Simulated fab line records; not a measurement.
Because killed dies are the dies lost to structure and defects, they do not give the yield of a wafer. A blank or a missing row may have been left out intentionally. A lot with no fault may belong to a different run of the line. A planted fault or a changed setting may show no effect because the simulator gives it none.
A lot that was struck, set against a sound lot || flow sky130 || 19 out of 708 route steps
Sound: wafers L577.1, L577.3, L577.4. Wafers struck: L587.3, L587.4, L587.5. At the end, the cause is stated.
Per side, at each step with rows, come the tool, then ch with its chambers, and then its first start. Under that, the readings that differ: sound wafers || struck wafers || difference of the means || sigmas: that difference in standard deviations of wafers without a fault.
alike: readings whose means differ by less than 2 such deviations, and words and numbers that are the same on both sides. not compared: withheld readings, readings that some wafer has no value for, bounds like >300 that may hide the same value, and numbers for which the record gives no deviation and whose values overlap.
Wherever a step has rows on one side only, a row that says differs or no value, or a row with sigmas, the two part there. Numbers that have no deviation but don't overlap get no sigmas and don't part them. A reading that every wafer of one side lacks parts them only if that side has two wafers or more.

first, 4 steps without rows for these wafers: SKY_METAL2_STRIP_21 (strips in post etch residue remover, time 1200 s); SKY_METAL2_CLEAN_22 (cleans in IPA, time 180 s); SKY_METAL2_CLEAN_23 (cleans in O3/DIW); SKY_VIA2_HDPCVD_00 (deposits SiO2, target thk 1180 nm, time 196.7 s).
SKY_VIA2_THK_MEAS_01:
  sound on film metro-01, day 35 17:45; struck on film metro-03, day 39 05:37
  alike: VIA2_HDPCVD_THK
SKY_VIA2_CMP_02: polishes SiO2.
  sound on cmp-01 ch 1,2,3, day 35 17:52; struck on cmp-02 ch 0,1, day 39 05:41
  alike: motor current A, retaining ring pressure frac
SKY_VIA2_BOW_MEAS_03:
  sound on film metro-04, day 35 18:07; struck on film metro-03, day 39 06:02
  alike: VIA2_BOW
then, 5 steps without rows for these wafers: SKY_VIA2_DEHYDRATE_04 (time 60 s); SKY_VIA2_HMDS_05 (prime time 60 s); SKY_VIA2_COAT_06 (resist thk 60 nm); SKY_VIA2_COAT_07 (resist thk 450 nm); SKY_VIA2_SOFTBAKE_08 (time 90 s).
SKY_VIA2_EXPOSE_09: exposes mask VIM2, target cd 200 nm.
  sound on krf scanner-02 ch 0, day 36 06:53; struck on krf scanner-01 ch 0, day 39 17:39
{"reading": "model.VIA2.overlay x nm (nm)", "sound": "2.004 2.004 2.004", "struck": "34.67 34.67 34.67", "difference": "+32.67", "sigmas": ""}
  alike: mask
then, 2 steps without rows for these wafers: SKY_VIA2_PEB_10; SKY_VIA2_DEVELOP_11 (develop time 60 s).
SKY_VIA2_CD_MEAS_12 targets a cd of 200 nm.
  sound on cd sem-02, day 36 20:05; struck on cd sem-01, day 40 06:11
  alike: cd nm
SKY_VIA2_OVL_MEAS_13:
  sound on overlay-01, day 36 20:13; struck on overlay-01, day 40 06:17
{"reading": "VIA2_OVL (nm)", "sound": "-6 -2 -1", "struck": "33 32 33", "difference": "+36", "sigmas": "+7"}
SKY_VIA2_ETCH_14: etches BARC in N2/H2, stops on SiO2, time 45.9 s, target depth 60 nm.
  sound on rie diel-01 ch 0,1,2, day 36 20:15; struck on rie diel-03 ch 2,3, day 40 06:18
  alike: chamber pressure mTorr, drypump motor current A, n2 flow sccm, oes product au, throttle valve pct
  not compared: rf hours counter h
-- the record jumps here: 9 days lie between the struck wafers' starts before and after (it left off in module VIA2 and takes up again in module PAD_OPEN, whose first step shown is number 708 of the route) --
SKY_PAD_OPEN_PROBE_99:
  sound on prober-01, day 46 04:26; struck on prober-01, day 48 19:34
  alike: defect limited yield, killed_at_M0_to_M3, killed_at_M4_up, killed at contacts, killed at front end, killed at other, killed dies, killed on rim, killed open, killed short, sort_bin_3_pad_short, sort_bin_5_function, sort_bin_6_memory, sort n pass, sort yield pct

WHERE THEY PART
Only at SKY_VIA2_OVL_MEAS_13, as far as this record shows. Later steps at which nothing parts them and some readings are alike: SKY_VIA2_ETCH_14, SKY_PAD_OPEN_PROBE_99.

WHY: the cause the simulator had injected
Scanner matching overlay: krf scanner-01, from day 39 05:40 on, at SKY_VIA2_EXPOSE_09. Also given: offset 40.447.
